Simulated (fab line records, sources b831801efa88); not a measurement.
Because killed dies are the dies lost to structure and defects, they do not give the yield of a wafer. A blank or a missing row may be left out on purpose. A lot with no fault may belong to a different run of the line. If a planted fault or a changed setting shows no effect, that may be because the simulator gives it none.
Which tool is to blame?	flow sky130	12 lots, 34 wafers sampled, at 5 steps of a route of 708

## WHAT EACH GAUGE READ, for each wafer
SKY_LI_CONTACT_OVL_MEAS_13.
lot	measured	on	LI_CONTACT_OVL (nm)
L630	day 29 07:46	overlay-02	1 7 0
L631	day 30 04:28	overlay-01	4 -9 -12
L636	day 31 18:28	overlay-01	3 -6 13
L634	day 31 19:13	overlay-01	-2 -2 -1
L637	day 31 22:32	overlay-02	-9 -5 -2
L638	day 32 04:04	overlay-02	5 3 -6
L642	day 33 10:35	overlay-01	8 1 -5
L643	day 33 14:52	overlay-01	-4 -4
L645	day 34 11:44	overlay-02	-4 2
L648	day 35 08:40	overlay-01	-4 3 1
L651	day 35 23:50	overlay-02	-2 -1 0
L652	day 36 06:59	overlay-01	0 5 0

SKY_LOCAL_INTERCONNECT_RS_MEAS_01: the measuring method here is four-point-probe.
lot	measured	on	LOCAL_INTERCONNECT_TIN_RS (ohm/sq)
L630	day 29 09:04	filmMetro-02	14.14 14.07 14.10
L631	day 30 05:44	filmMetro-03	14.09 14.12 14.26
L636	day 31 19:44	filmMetro-02	14.20 13.98 14.07
L634	day 31 20:29	filmMetro-02	14.26 14.36 14.24
L637	day 31 23:48	filmMetro-03	14.32 14.29 14.26
L638	day 32 05:22	filmMetro-02	14.22 14.17 14.25
L642	day 33 11:51	filmMetro-03	13.97 13.80 13.97
L643	day 33 16:11	filmMetro-01	13.95 13.77
L645	day 34 13:03	filmMetro-02	14.37 14.55
L648	day 35 09:58	filmMetro-03	14.19 14.00 14.18
L651	day 36 01:17	filmMetro-02	14.16 13.98 14.06
L652	day 36 08:15	filmMetro-01	14.15 14.24 14.13

SKY_LOCAL_INTERCONNECT_OVL_MEAS_12.
lot	measured	on	LOCAL_INTERCONNECT_OVL (nm)
L630	day 30 13:04	overlay-02	-4 -1 -1
L631	day 31 08:55	overlay-01	2 8 13
L636	day 32 22:49	overlay-02	-6 -11 -5
L634	day 32 23:58	overlay-02	-3 7 10
L637	day 33 03:19	overlay-02	-3 4 4
L638	day 33 08:13	overlay-01	3 2 8
L642	day 34 14:34	overlay-02	-4 3 -1
L643	day 34 18:02	overlay-02	-1 -5
L645	day 35 15:56	overlay-02	6 2
L648	day 36 12:23	overlay-01	-9 -5 -7
L651	day 37 03:31	overlay-01	-1 2 -6
L652	day 37 11:01	overlay-01	-4 -3 3

SKY_CONTACT_THK_MEAS_01.
lot	measured	on	CONTACT_CVD_00_THK (nm)
L630	day 30 14:16	filmMetro-04	75.4 76.5 75.7
L631	day 31 09:41	filmMetro-02	73.4 73.5 74.8
L636	day 32 23:35	filmMetro-02	74.9 76.3 76.7
L634	day 33 00:44	filmMetro-02	73.6 74.6 75.0
L637	day 33 04:08	filmMetro-04	73.8 74.3 75.5
L638	day 33 09:05	filmMetro-02	74.2 75.0 74.4
L642	day 34 15:20	filmMetro-02	74.9 74.7 37.9
L643	day 34 18:50	filmMetro-01	75.3 37.2
L645	day 35 16:51	filmMetro-02	75.8 37.1
L648	day 36 13:11	filmMetro-04	74.4 74.5 74.7
L651	day 37 04:19	filmMetro-04	73.1 73.7 73.4
L652	day 37 11:55	filmMetro-04	74.2 75.2 74.3

## WHICH TOOL RAN EACH LOT (tool, then ch and the chambers of the sampled wafers, then the start)
lot	SKY_CONTACT_CVD_00
L630	pecvd-01 ch 0,1, day 30 14:13
L631	pecvd-03 ch 1,2, day 31 09:39
L636	pecvd-01 ch 0,1,2, day 32 23:33
L634	pecvd-02 ch 1,2, day 33 00:42
L637	pecvd-03 ch 0,1,2, day 33 04:06
L638	pecvd-01 ch 0,2, day 33 09:01
L642	pecvd-03 ch 0,1,2, day 34 15:18
L643	pecvd-03 ch 0,1, day 34 18:47
L645	pecvd-03 ch 0,2, day 35 16:48
L648	pecvd-02 ch 1,2, day 36 13:08
L651	pecvd-02 ch 0,2, day 37 04:16
L652	pecvd-02 ch 0,1,2, day 37 11:52
- SKY_CONTACT_CVD_00: deposits Si3N4, target thk 75 nm.

## AS READ BY THE TOOLS THEMSELVES (means over the sampled wafers that have a number; for cases with no such wafer, the mark the record gives instead)
SKY_CONTACT_CVD_00.
lot	tool	heaterPowerW (W)
L630	pecvd-01	743
L631	pecvd-03	723
L636	pecvd-01	758
L634	pecvd-02	727
L637	pecvd-03	769
L638	pecvd-01	754
L642	pecvd-03	745
L643	pecvd-03	696
L645	pecvd-03	806
L648	pecvd-02	619
L651	pecvd-02	614
L652	pecvd-02	661

## THE ANSWER, worked out from the rows above alone
Rule: what is usual is taken from the lots themselves. The widest of any qualifying gaps counts: lots, ordered by their means at a reading, are off when they make up no more than a third of the lots, leave a main group of 4 or more, and stand apart from it by 3 or more times the standard deviation of that group's means. A main group whose means are all the same, to the digits that the tables above print for the reading, isn't used. Also off: a lot with no number at a reading for which 4 or more lots have one. The other lots that the step has rows for count as sound. First the gauges in route order, then the tools' own readings, where a lot's mean is used as printed above. The first step at which some lot is off is used, and at that step the reading that is off furthest; a lot without a number counts as furthest.
Off: at SKY_CONTACT_THK_MEAS_01 (CONTACT_CVD_00_THK), L642, L643, L645. For the main group the mean is 74.6 nm and the standard deviation 0.78.
A tool fits if, at a process step before that reading, it ran every lot that is off, and no sound lot after the first of them. Those tools and the gauges at SKY_CONTACT_THK_MEAS_01 are tried in the same way. One candidate fits, namely pecvd-03 at SKY_CONTACT_CVD_00. Its last sound lot is L637 (day 33 04:06), its first lot that is off L642 (day 34 15:18): a fault that began between those two fits.

## WHAT THE SIMULATOR PUT IN
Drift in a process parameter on pecvd-03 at SKY_CONTACT_CVD_00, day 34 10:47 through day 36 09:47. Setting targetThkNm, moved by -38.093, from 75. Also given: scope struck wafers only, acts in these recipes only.
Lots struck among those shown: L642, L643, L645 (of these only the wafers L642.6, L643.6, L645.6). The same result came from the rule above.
